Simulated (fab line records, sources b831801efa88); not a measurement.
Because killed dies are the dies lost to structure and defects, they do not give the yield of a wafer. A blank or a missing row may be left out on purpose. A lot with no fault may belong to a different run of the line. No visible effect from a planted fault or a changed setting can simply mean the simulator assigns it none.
Problem report, 8D (eight disciplines) form, completed by code -- flow sfqLine -- the parts of the form that need people (team, actions taken, sign-off) are left out

== 1. WHAT WENT WRONG ==
Across 6 wafers from 2 lots, L0_MONX_KI_RS at SFQ_L0_RS_MEAS_901 averages 33.9 ohm/sq, while fault-free wafers read 43.5 ohm/sq with a standard deviation of 0.4. That is -24 standard deviations from the usual mean.
The step: measures by four-point-probe.
Earliest sighting: wafer L936.1 on filmMetro-02 at day 4 05:34. The record has a number at this step for 42 wafers belonging to 14 lots. The rule behind "out" and "out of limits": a value lying over 4 standard deviations away from the usual mean. The rest of the wafers with a number are treated as sound.

== 2. WHAT IT IS, AND WHAT IT ISN'T ==
question,is,is not
which readings at this step,L0_MONX_KI_RS,-
which lots,"L936, L939","L923, L924, L926, L927, L928, L929, L930, L931, L932, L935, L937, L938"
which wafers of those lots,all that have a number,-
read on which gauges,"filmMetro-02, filmMetro-03",filmMetro-01
when,from day 4 05:34,"up to then (30 sound wafers); but 6 sound wafers of L937, L938 came after"

== 3. SUSPECTS, AND WHAT RULES EACH OUT ==
Counting: a tool at any process step up to the reading remains a suspect when it ran all the lots that are out and ran no sound lot after the first of those.
- the gauge at SFQ_L0_RS_MEAS_901 has been ruled out. 2 gauges (filmMetro-02, filmMetro-03) read the wafers that are out.
- pvdSputter-06 at SFQ_TRILAYER_L0_DEP_SPUTTER_003 (material MoNx KI, target thk 40 nm, time 100 s): kept. It ran every lot that is out, first L936 (day 4 05:29), and no sound lot after that; its last sound lot up to then is L935 (day 4 00:29).
Remaining after the count: pvdSputter-06 at SFQ_TRILAYER_L0_DEP_SPUTTER_003.

== 4. THE CAUSE (what the simulator had put in) ==
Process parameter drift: pvdSputter-06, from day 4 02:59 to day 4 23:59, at SFQ_TRILAYER_L0_DEP_SPUTTER_003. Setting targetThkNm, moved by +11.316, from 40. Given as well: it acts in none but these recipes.
The count eliminated every tool but this one.

== 5. THE CHAIN OF EFFECTS, in route order ==
One row per reading whose mean, taken over the struck wafers that have a number, lies over 3 standard deviations from the usual. Only readings whose record carries a usual standard deviation are examined. hours: median over the lots of the time between each lot's start at the first step of this table that gives one and its start at this step. sigmas: the change, counted in usual standard deviations.
hours,step,reading,usual,on struck wafers,change,sigmas
0,SFQ_L0_RS_MEAS_901,L0_MONX_KI_RS,43.5 ohm/sq,33.9,-9.6,-24
5,SFQ_L0_THK_MEAS_902,L0_MONX_KI_THK,39.7 nm,50.9,+11.2,+29
27,SFQ_TRILAYER_L0_ETCH_METAL_ETCH_008,oesProductAu,0.874 a.u.,0.997,+0.123,+20
The process steps in it:
- SFQ_TRILAYER_L0_ETCH_METAL_ETCH_008: etches MoNx KI in SF6/O2, stops on SiO2, target depth 50 nm, time 25 s.
At these later measuring or inspecting steps, every struck wafer for which the step has a row has a number for every such reading, and none has moved that far: SFQ_I7_OVL_MEAS_947, SFQ_M8_THK_MEAS_950.

== 6. HOW IT WOULD HAVE BEEN CAUGHT EARLIER ==
In this record the first reading out of limits at a measuring or inspecting step was taken at day 4 05:34, 3 hours after the fault began at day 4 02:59.
No tool reading at SFQ_TRILAYER_L0_DEP_SPUTTER_003 that has a usual standard deviation in the record was out on any struck wafer, so an alarm limit of 4 standard deviations on those readings would not have fired.
Among the 2 lots that are out, L939 began SFQ_TRILAYER_L0_DEP_SPUTTER_003 on pvdSputter-06 after day 4 05:34. A hold on the tool at that time would have spared it.
